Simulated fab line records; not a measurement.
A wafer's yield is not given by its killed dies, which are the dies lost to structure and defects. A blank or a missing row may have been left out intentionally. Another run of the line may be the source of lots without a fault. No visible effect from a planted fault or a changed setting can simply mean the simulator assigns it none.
A lot that was struck, set against a sound lot -- flow sfq_line -- 13 steps out of a route of 325
Sound: the wafers L867.1, L867.2, L867.5. Wafers struck: L877.1, L877.2, L877.5. The cause comes at the end.
At each step with rows: each side's tool, then ch and its chambers, then its first start. Under that, the readings that differ: sound wafers -- struck wafers -- difference of the means -- sigmas: that difference in standard deviations of wafers without a fault.
alike: same words and numbers on both sides, and readings whose means sit less than 2 such deviations apart. not compared: any withheld reading, any reading some wafer has no value for, any bound like >300 that may hide the same value, and any number with overlapping values for which the record gives no deviation.
A row with sigmas, a row that says differs or no value, or rows on one side alone: a step with any of these is where the two part. When numbers do not overlap yet have no deviation, they are printed without sigmas and do not part them. A reading missing from all wafers of one side parts the sides only when that side holds two or more wafers.

SFQ_TRILAYER_I6_VIA_BARC_OPEN_VIA_ETCH_235: etches BARC in O2, target depth 125 nm, time 41.7 s.
  sound on rie_diel-04 ch 1,3, day 71 19:10; struck on rie_diel-03 ch 0,1,2, day 79 11:20
  alike: drypump_motor_current_A, oes_product_au
  not compared: rf_hours_counter_h
SFQ_TRILAYER_I6_VIA_ETCH_VIA_ETCH_172: etches SiO2 in CHF3, stops on Nb, target depth 260 nm.
  sound on rie_diel-04 ch 1,3, day 71 19:12; struck on rie_diel-03 ch 0,1,2, day 79 11:22
  alike: drypump_motor_current_A, oes_product_au
SFQ_TRILAYER_I6_VIA_STRIP_STRIP_173: strips in O2.
  sound on rie_metal-01 ch 0,1, day 71 19:19; struck on rie_metal-03 ch 0,1, day 79 11:29
  alike: drypump_motor_current_A, oes_product_au
  not compared: rf_hours_counter_h
then, 2 steps without rows for these wafers: SFQ_TRILAYER_I6_VIA_STRIP_SOLV_CLEAN_174 (cleans in NMP, time 600 s); SFQ_TRILAYER_M7_DEP_PRE_CLEAN_176 (time 22.5 s).
SFQ_TRILAYER_M7_DEP_SPUTTER_175: material Nb, target thk 200 nm, time 133.3 s.
  sound on pvd_sputter-04 at day 71 20:07; struck on pvd_sputter-04 at day 79 12:17
  alike: throttle_valve_pct
SFQ_M7_RS_MEAS_943: measures by four-point-probe.
  sound on film_metro-01 at day 71 20:12; struck on film_metro-04 at day 79 12:23
  alike: M7_NB_RS
then, 4 steps without rows for these wafers: SFQ_TRILAYER_M7_LITHO_COAT_182 (resist thk 62 nm); SFQ_TRILAYER_M7_LITHO_COAT_177 (resist thk 600 nm); SFQ_TRILAYER_M7_LITHO_SOFTBAKE_181; SFQ_TRILAYER_M7_LITHO_EXPOSE_178 (exposes mask M7, target cd 500 nm).
SFQ_TRILAYER_M7_LITHO_PEB_180: peb time 60 s.
  sound on litho_track-04 ch 0, day 76 06:21; struck on litho_track-03, day 79 14:31
  no value came back on the struck wafers for chill_plate_temp_C (C), exhaust_pa (Pa), peb_time_s (s); on the sound wafers chill_plate_temp_C (C) reads 23.07 23.03 22.94
then, 1 step without rows for these wafers: SFQ_TRILAYER_M7_LITHO_DEVELOP_179 (time 60 s).

== WHERE THEY PART ==
Only at SFQ_TRILAYER_M7_LITHO_PEB_180, as far as this record shows.

WHY: what had been put in by the simulator
Step skipped in full: litho_track-03, at SFQ_TRILAYER_M7_LITHO_PEB_180, from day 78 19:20 onward. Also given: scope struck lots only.
